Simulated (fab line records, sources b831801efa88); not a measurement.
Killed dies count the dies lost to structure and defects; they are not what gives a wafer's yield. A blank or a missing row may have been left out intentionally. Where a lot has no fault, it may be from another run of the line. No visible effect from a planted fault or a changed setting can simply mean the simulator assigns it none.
Comparing a struck lot with a sound one || flow gf180mcu || 44 steps out of a route of 602
Sound: wafers L405.2, L405.3, L405.6. Struck: wafer L423.1. (L423.2, L423.5 of the same lot were not struck and are left out.) The cause comes at the end.
Order at every step that has rows: each side's tool, ch and its chambers, its first start. Under that, the readings that differ: sound wafers || struck wafers || difference of the means || sigmas: that difference in standard deviations of wafers without a fault.
alike: readings whose means differ by less than 2 such deviations, and words and numbers that are the same on both sides. not compared: withheld readings, readings that some wafer has no value for, bounds like >300 that may hide the same value, and numbers for which the record gives no deviation and whose values overlap.
The two part at a step that has a row with sigmas, a row that says differs or no value, or rows on one side only. Non-overlapping numbers with no deviation appear without sigmas and do not part them. A reading that every wafer of one side lacks parts them only if that side has two wafers or more.

first, 4 steps without rows for these wafers: GF_V1_STRIP_19 (strips in post etch residue remover, time 1200 s); GF_V1_CLEAN_20 (cleans in DIW); GF_V1_SPUTTER_21 (material Ti, target thk 15 nm, time 80.02 s); GF_V1_SPUTTER_22 (material TiN, target thk 10 nm, time 40 s).
GF_V1_CVD_23: deposits W, target thk 350 nm, time 105.05 s.
  sound on cvd w-01 ch 0,1, day 18 11:36; struck on cvd w-02 ch 1, day 24 17:02
  alike: chamber pressure Torr, heater power w
GF_V1_RS_MEAS_24: measures by four-point-probe.
  struck on film metro-04, day 24 17:09; sound on film metro-04, day 18 11:44
{"reading": "V1_W_RS (ohm/sq)", "sound": "0.320 0.325 0.321", "struck": 0.333, "difference": "+0.011", "sigmas": "+2"}
GF_V1_THK_MEAS_25: measures by xrf.
  struck on film metro-04, day 24 17:16; sound on film metro-04, day 18 11:50
  alike: V1_W_THK
then, 1 step without rows for these wafers: GF_V1_CMP_26 (polishes, stops on SiO2, t overpolish 15 s, target thk 0 nm).
GF_M2_SPUTTER_00: material Ti, target thk 37.5 nm, time 150 s.
  struck on pvd sputter-04, day 24 17:38; sound on pvd sputter-02, day 18 12:11
  alike: throttle valve pct
GF_M2_SPUTTER_01: material TiN, target thk 30 nm, time 25 s.
  struck on pvd sputter-04, day 24 17:44; sound on pvd sputter-02, day 18 12:17
  alike: throttle valve pct
then, 2 steps without rows for these wafers: GF_M2_SPUTTER_02 (material AlCu, target thk 450 nm, time 23.9 s); GF_M2_SPUTTER_03 (material Ti, target thk 10 nm, time 6.7 s).
GF_M2_SPUTTER_04: material TiN, target thk 50 nm, time 41.7 s.
  struck on pvd sputter-04, day 24 17:49; sound on pvd sputter-02, day 18 12:22
{"reading": "model.TiN_of_M2_SPUTTER_04.thk nm (nm)", "sound": "49.9 50.45 49.97", "struck": 45.87, "difference": -4.24, "sigmas": ""}
  alike: throttle valve pct
GF_M2_RS_MEAS_05: measures by four-point-probe.
  struck on film metro-02, day 24 17:51; sound on film metro-03, day 18 12:26
{"reading": "M2_ALCU_RS (ohm/sq)", "sound": "0.0688 0.0678 0.0683", "struck": 0.0704, "difference": "+0.0021", "sigmas": "+3"}
GF_M2_THK_MEAS_06: measures by xrf.
  struck on film metro-02, day 24 17:58; sound on film metro-03, day 18 12:32
{"reading": "M2_ALCU_THK (nm)", "sound": "461 466 464", "struck": 450, "difference": -14, "sigmas": -3}
then, 7 steps without rows for these wafers: GF_M2_DEHYDRATE_07 (time 60 s); GF_M2_HMDS_08 (prime time 60 s); GF_M2_COAT_09 (resist thk 1000 nm); GF_M2_SOFTBAKE_10 (time 60 s); GF_M2_EXPOSE_11 (exposes mask Metal2, target cd 280 nm); GF_M2_PEB_12 (peb time 90 s); GF_M2_DEVELOP_13 (develop time 60 s).
GF_M2_CD_MEAS_14: the cd target is 280 nm.
  struck on cd sem-02, day 25 15:19; sound on cd sem-01, day 19 13:07
  alike: cd nm
GF_M2_OVL_MEAS_15:
  struck on overlay-01, day 25 15:26; sound on overlay-01, day 19 13:13
  alike: M2_OVL
GF_M2_METAL_ETCH_16: etches the open film in Cl2/BCl3, stops on SiO2, target depth 627.5 nm, time 104.6 s.
  sound on rie metal-03 ch 0,1, day 19 13:15; struck on rie metal-03 ch 0, day 25 15:29
  alike: chamber pressure mTorr, drypump motor current A, oes product au, throttle valve pct
  not compared: rf hours counter h
then, 4 steps without rows for these wafers: GF_M2_STRIP_17 (strips in O2/N2); GF_M2_STRIP_18 (strips in post etch residue remover, time 1200 s); GF_M2_CLEAN_19 (cleans in DIW); GF_V2_CVD_00 (deposits SiO2, target thk 600 nm, time 100 s).
GF_V2_THK_MEAS_01:
  struck on film metro-02, day 25 16:12; sound on film metro-04, day 19 14:20
  alike: V2_CVD_00_THK
GF_V2_CVD_02: deposits SiO2 from TEOS, target thk 850 nm, time 94.851 s.
  sound on pecvd-03 ch 0,2, day 19 14:23; struck on pecvd-01 ch 2, day 25 16:16
  alike: heater power w
GF_V2_THK_MEAS_03:
  struck on film metro-01, day 25 16:20; sound on film metro-01, day 19 14:28
  alike: V2_CVD_02_THK
then, 1 step without rows for these wafers: GF_V2_CMP_04 (polishes SiO2).
GF_V2_BOW_MEAS_05:
  struck on film metro-01, day 25 16:41; sound on film metro-01, day 19 14:50
  alike: V2_BOW
then, 8 steps without rows for these wafers: GF_V2_DEHYDRATE_06 (time 60 s); GF_V2_HMDS_07 (prime time 60 s); GF_V2_COAT_08; GF_V2_COAT_09 (resist thk 1000 nm); GF_V2_SOFTBAKE_10 (time 60 s); GF_V2_EXPOSE_11 (exposes mask Via2, target cd 260 nm); GF_V2_PEB_12 (peb time 90 s); GF_V2_DEVELOP_13 (develop time 60 s).
GF_V2_STRIP_19: strips in post etch residue remover, time 1200 s.
  sound on wet bench-03 ch 0, day 20 15:11; struck on wet bench-04 ch 3, day 26 13:53
{"reading": "model.TiN_of_M2_SPUTTER_04.thk nm (nm)", "sound": "49.07 49.62 49.13", "struck": 45.04, "difference": -4.23, "sigmas": ""}
then, 1 step without rows for these wafers: GF_PASSIVATION_PROBE_99.

## WHERE THEY PART
At GF_V1_RS_MEAS_24 first; at GF_M2_THK_MEAS_06 last (within this record only). Later steps at which nothing parts them and some readings are alike: GF_M2_CD_MEAS_14, GF_M2_OVL_MEAS_15, GF_M2_METAL_ETCH_16, GF_V2_THK_MEAS_01, GF_V2_CVD_02, GF_V2_THK_MEAS_03, GF_V2_BOW_MEAS_05.

WHY: whatever the simulator had introduced
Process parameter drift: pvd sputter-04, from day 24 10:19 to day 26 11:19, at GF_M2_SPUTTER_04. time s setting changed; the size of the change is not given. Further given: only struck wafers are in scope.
